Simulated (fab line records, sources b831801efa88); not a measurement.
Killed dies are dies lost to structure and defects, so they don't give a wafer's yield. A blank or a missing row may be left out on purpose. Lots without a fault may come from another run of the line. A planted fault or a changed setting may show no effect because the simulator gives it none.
Problem report in the 8D (eight disciplines) form, filled by code | flow sky130 | the parts of the form that need people (team, actions taken, sign-off) are left out

1. THE PROBLEM
developer_temp_C at SKY_METAL4_DEVELOP_12 reads a mean of 21.66 C on 6 wafers of 2 lots; wafers without a fault read 21.00 C with a standard deviation of 0.1. That is +6.6 standard deviations from the usual mean.
The step: develop time 60 s.
First seen on wafer L766.1, day 47 03:00, on litho_track-03. The record holds 36 wafers of 12 lots with a number at this step. Rule for "out", or "out of limits": more than 4 standard deviations from the usual mean. The other wafers with a number count as sound.

2. WHAT IT IS AND WHAT IT IS NOT
question                    | is                     | is not
which readings at this step | developer_temp_C       | chill_plate_temp_C
which lots                  | L766, L767             | L746, L747, L750, L753, L755, L756, L757, L758, L759, L768
which wafers of those lots  | all that have a number | -
read on which tools         | litho_track-03         | litho_track-01
when                        | from day 47 03:00      | up to then (27 sound wafers); but 3 sound wafers of L768 came after

3. SUSPECTS, AND WHAT RULES EACH OUT
Counting: a tool at a process step up to the reading stays a suspect if it ran every lot that is out and no sound lot after the first of them.
- litho_track-03 at SKY_METAL4_DEVELOP_12 (develop time 60 s): kept. It ran every lot that is out, first L766 (day 47 03:00), and no sound lot after that; its last sound lot up to then is L753 (day 43 22:00). Its own readings are out on those wafers: developer_temp_C.
Left after counting: litho_track-03 at SKY_METAL4_DEVELOP_12.

4. THE CAUSE (what the simulator had put in)
Process parameter drift: litho_track-03, from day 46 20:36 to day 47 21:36, at SKY_METAL4_DEVELOP_12. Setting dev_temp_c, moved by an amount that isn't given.
Counting left only this tool.

5. THE CHAIN OF EFFECTS, in route order
Each row: a reading whose mean over the struck wafers that have a number lies more than 3 standard deviations from the usual. Only readings for which the record gives a usual standard deviation are gone through. hours: the time from each lot's start at the first step in this table that gives one to its start at this step, as a median over the lots. sigmas: the change in usual standard deviations.
hours | step                  | reading          | usual   | on struck wafers | change | sigmas
0     | SKY_METAL4_DEVELOP_12 | developer_temp_C | 21.00 C | 21.66            | +0.66  | +6.6
The process steps in it:
- SKY_METAL4_DEVELOP_12: develop time 60 s.

6. WHAT WOULD HAVE CAUGHT IT SOONER
In this record the first reading out of limits was taken at day 47 03:00, 6 hours after the fault began at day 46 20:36.
